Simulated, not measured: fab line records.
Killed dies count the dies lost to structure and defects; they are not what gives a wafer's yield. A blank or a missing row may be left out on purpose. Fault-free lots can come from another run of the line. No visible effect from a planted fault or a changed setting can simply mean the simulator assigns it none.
Struck lot and sound lot, side by side :: flow sky130 :: 43 out of 708 route steps
Sound: these wafers, L825.1, L825.5, L825.6. Struck: wafers L837.1, L837.4. (L837.3 of the same lot was not struck and is left out.) The cause comes at the end.
For every step that has rows: the tool of each side, followed by ch and its chambers, followed by its first start. Under that, the readings that differ: sound wafers :: struck wafers :: difference of the means :: sigmas: that difference in standard deviations of wafers without a fault.
alike: same words and numbers on both sides, and readings whose means sit less than 2 such deviations apart. not compared: any withheld reading, any reading some wafer has no value for, any bound like >300 that may hide the same value, and any number with overlapping values for which the record gives no deviation.
Wherever a step has rows on one side only, a row that says differs or no value, or a row with sigmas, the two part there. Numbers that have no deviation but don't overlap get no sigmas and don't part them. Lack of a reading on every wafer of one side parts them only where that side has two or more wafers.

first, 1 step without rows for these wafers: SKY_FIELD_ISO_DEVELOP_12 (develop time 60 s).
SKY_FIELD_ISO_CD_MEAS_13 targets a cd of 150 nm.
  sound on cd_sem-01, day 2 15:59; struck on cd_sem-02, day 5 05:16
  alike: cd_nm
SKY_FIELD_ISO_ETCH_14: etches BARC in N2/H2, stops on SiO2, time 45.9 s, target depth 60 nm.
  sound on rie_diel-01 ch 0,1, day 2 16:07; struck on rie_diel-04 ch 0,1, day 5 05:23
  alike: drypump_motor_current_A, oes_product_au, throttle_valve_pct
  not compared: rf_hours_counter_h
then, 1 step without rows for these wafers: SKY_FIELD_ISO_ETCH_15 (etches the open film in CHF3/O2, stops on Si, target depth 180 nm, time 72 s).
SKY_FIELD_ISO_STRIP_16: strips in O2/N2.
  sound on plasma_asher-01 ch 0,1, day 2 16:12; struck on plasma_asher-01 ch 0,1, day 5 05:29
  alike: drypump_motor_current_A, oes_product_au, strip_time_to_endpoint_s
  not compared: rf_hours_counter_h
SKY_FIELD_ISO_ETCH_17: etches Si in HBr/Cl2/O2, target depth 342 nm, time 97.7 s.
  sound on rie_si-01 ch 0,3, day 2 16:18; struck on rie_si-02 ch 1,3, day 5 05:35
  alike: drypump_motor_current_A, oes_product_au, throttle_valve_pct
  not compared: rf_hours_counter_h
then, 5 steps without rows for these wafers: SKY_FIELD_ISO_WET_ETCH_18 (etches Si3N4 in H3PO4, target depth 25 nm, time 276.3 s); SKY_FIELD_ISO_CLEAN_19 (cleans in SC1/SC2, time 150 s); SKY_FIELD_ISO_CLEAN_20 (cleans in dHF, time 20 s); SKY_FIELD_ISO_WET_ETCH_21 (etches SiO2 in dHF, target depth 20 nm, time 400 s); SKY_FIELD_ISO_OXIDATION_22 (stabilise 600 s, purge 300 s, target thk 10 nm).
SKY_FIELD_ISO_THK_MEAS_23:
  sound on film_metro-04, day 2 19:22; struck on film_metro-04, day 5 08:20
  alike: FIELD_ISO_OXIDATION_01_THK
SKY_FIELD_ISO_CVD_24: deposits SiO2, target thk 595 nm, time 99.2 s.
  sound on hdpcvd-02 ch 0,1,2, day 2 19:25; struck on hdpcvd-01 ch 2, day 5 08:23
  alike: pressure_mtorr
SKY_FIELD_ISO_THK_MEAS_25:
  sound on film_metro-01, day 2 19:29; struck on film_metro-01, day 5 08:28
  alike: FIELD_ISO_CVD_24_THK
then, 1 step without rows for these wafers: SKY_FIELD_ISO_ANNEAL_26 (time 1800 s).
SKY_FIELD_ISO_CMP_27: polishes, stops on Si3N4, t overpolish 16 s, target thk 457.8 nm.
  sound on cmp-01 ch 0,1,3, day 2 22:22; struck on cmp-02 ch 0,1, day 5 11:10
  alike: edge_zone_pressure_frac, motor_current_A, overpolish_run_s, time_to_endpoint_s
then, 5 steps without rows for these wafers: SKY_FIELD_ISO_WET_ETCH_28 (etches SiO2 in dHF, target depth 23.7 nm, time 47 s); SKY_FIELD_ISO_WET_ETCH_29 (etches Si3N4 in H3PO4, target depth 160 nm, time 1825 s); SKY_FIELD_ISO_WET_ETCH_30 (etches SiO2 in dHF, target depth 25 nm, time 50 s); SKY_NWELL_CLEAN_00 (cleans in SC1/SC2, time 150 s); SKY_NWELL_OXIDATION_01 (stabilise 600 s, purge 300 s, target thk 10 nm).
SKY_NWELL_THK_MEAS_02:
  sound on film_metro-01, day 3 01:10; struck on film_metro-04, day 5 13:57
  alike: NWELL_OXIDATION_THK
then, 9 steps without rows for these wafers: SKY_DNWELL_DEHYDRATE_00 (time 60 s); SKY_DNWELL_HMDS_01 (prime time 60 s); SKY_DNWELL_COAT_02 (resist thk 3000 nm); SKY_DNWELL_SOFTBAKE_03; SKY_DNWELL_EXPOSE_04 (exposes mask DNM, target cd 3000 nm); SKY_DNWELL_PEB_05; SKY_DNWELL_DEVELOP_06 (develop time 60 s); SKY_DNWELL_IMPLANT_07; SKY_DNWELL_STRIP_08 (strips in O2/N2).
SKY_DNWELL_TW_MEAS_09:
  sound on film_metro-01, day 3 16:47; struck on film_metro-03, day 6 08:46
  alike: DNWELL_TW
then, 7 steps without rows for these wafers: SKY_PWDE_DEHYDRATE_00 (time 60 s); SKY_PWDE_HMDS_01 (prime time 60 s); SKY_PWDE_COAT_02 (resist thk 3000 nm); SKY_PWDE_SOFTBAKE_03; SKY_PWDE_EXPOSE_04 (exposes mask PWDEM, target cd 840 nm); SKY_PWDE_PEB_05; SKY_PWDE_DEVELOP_06 (develop time 60 s).
SKY_PWDE_OVL_MEAS_07:
  sound on overlay-02, day 4 09:14; struck on overlay-02, day 7 02:53
  alike: PWDE_OVL
then, 1 step without rows for these wafers: SKY_PWDE_IMPLANT_08.
SKY_PWDE_STRIP_09: strips in O2/N2.
  sound on plasma_asher-03 ch 0,1, day 4 09:25; struck on plasma_asher-04 ch 0,1, day 7 03:05
reading: strip_time_to_endpoint_s (s)
sound: 36.91 36.98 37.04
struck: 36.73 36.73
difference: -0.25
sigmas: -2
  alike: drypump_motor_current_A, oes_product_au
  not compared: rf_hours_counter_h
-- the record jumps here: 43 days lie between the struck wafers' starts before and after (it left off in module PWDE and takes up again in module PAD_OPEN, whose first step shown is number 708 of the route) --
SKY_PAD_OPEN_PROBE_99:
  record: rows for the struck wafers here (prober-01, day 49 19:43), none for the sound ones

WHERE THEY PART
At SKY_PWDE_STRIP_09 first; at SKY_PAD_OPEN_PROBE_99 last (within this record only).

WHY: what had been put in by the simulator
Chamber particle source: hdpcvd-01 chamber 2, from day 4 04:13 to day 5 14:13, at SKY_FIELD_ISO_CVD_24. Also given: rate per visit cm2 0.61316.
